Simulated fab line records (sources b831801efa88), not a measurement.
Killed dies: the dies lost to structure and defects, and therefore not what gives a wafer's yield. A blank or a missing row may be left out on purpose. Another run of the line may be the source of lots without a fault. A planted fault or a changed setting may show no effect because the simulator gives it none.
2 desks looking at one fault -- flow sky130 -- every desk sees just its own numbers, and what lay behind them comes last

## DESK OF THE TOOL OWNER: cvdW-01
The tool's own readings at SKY_VIA1_CVD_21 (deposits W, target thk 270 nm, time 80.902 s): means of the sampled wafers that have a number, for each lot that ran on this tool. A lot is out of limits, marked OUT, if its mean lies more than 4 standard deviations from the usual mean; the brackets give that distance.
Columns: A = heaterPowerW at SKY_VIA1_CVD_21, usual 906 W
lot,first seen here,A
L570,day 35 12:38,962
L581,day 39 08:25,958
L593,day 42 02:28,978
This desk's finding: nothing out of limits on any of the 3 lots.

## AT THE METROLOGY DESK
What the gauges read for every lot (on any tool): the sampled wafers with a number, averaged. A lot is out of limits, marked OUT, if its mean lies more than 4 standard deviations from the usual mean; the brackets give that distance.
Columns: A = cdNm at SKY_METAL1_CD_MEAS_15, usual 139.8 nm; B = VIA1_W_RS at SKY_VIA1_RS_MEAS_22, usual 0.430 ohm/sq; C = VIA1_W_THK at SKY_VIA1_THK_MEAS_23, usual 273 nm
lot,first seen here,A,B,C
L570,day 34 08:18,141.1,0.426,275
L572,day 34 19:02,139.8,0.430,275
L581,day 38 04:07,139.8,0.452 (+4.7) OUT,259 (-4.4) OUT
L582,day 38 09:06,139.5,0.429,277
L585,day 39 13:33,138.3,0.433,271
L588,day 39 20:56,139.5,0.429,274
L587,day 39 23:28,138.6,0.425,274
L589,day 40 09:06,138.8,0.428,275
L591,day 40 16:02,139.5,0.430,276
L592,day 40 18:24,138.9,0.428,274
L593,day 41 00:04,139.1,0.432,276
This desk finds L581 out of limits, with the earliest case on L581 at day 39 08:32 (VIA1_W_RS at SKY_VIA1_RS_MEAS_22). L570, L572, L582, L585, L588, L587, L589, L591, L592, L593 stayed within limits.

## BROUGHT TOGETHER
Metrology desk: alarm possible at day 39 08:32 on L581.
Nothing out of limits was seen by the tool owner's desk.
Tool owner's desk: L581 on record, inside its limits.
Of the lots named, all ran SKY_VIA1_CVD_21 on cvdW-01.

## WHAT THE SIMULATOR HAD PUT IN
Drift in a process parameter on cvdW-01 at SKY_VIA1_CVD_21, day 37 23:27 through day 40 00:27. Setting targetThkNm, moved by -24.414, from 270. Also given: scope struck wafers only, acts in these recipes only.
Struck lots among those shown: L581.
Time in hours between the start of the fault and the first out-of-limits reading at each desk: metrology desk, 33.
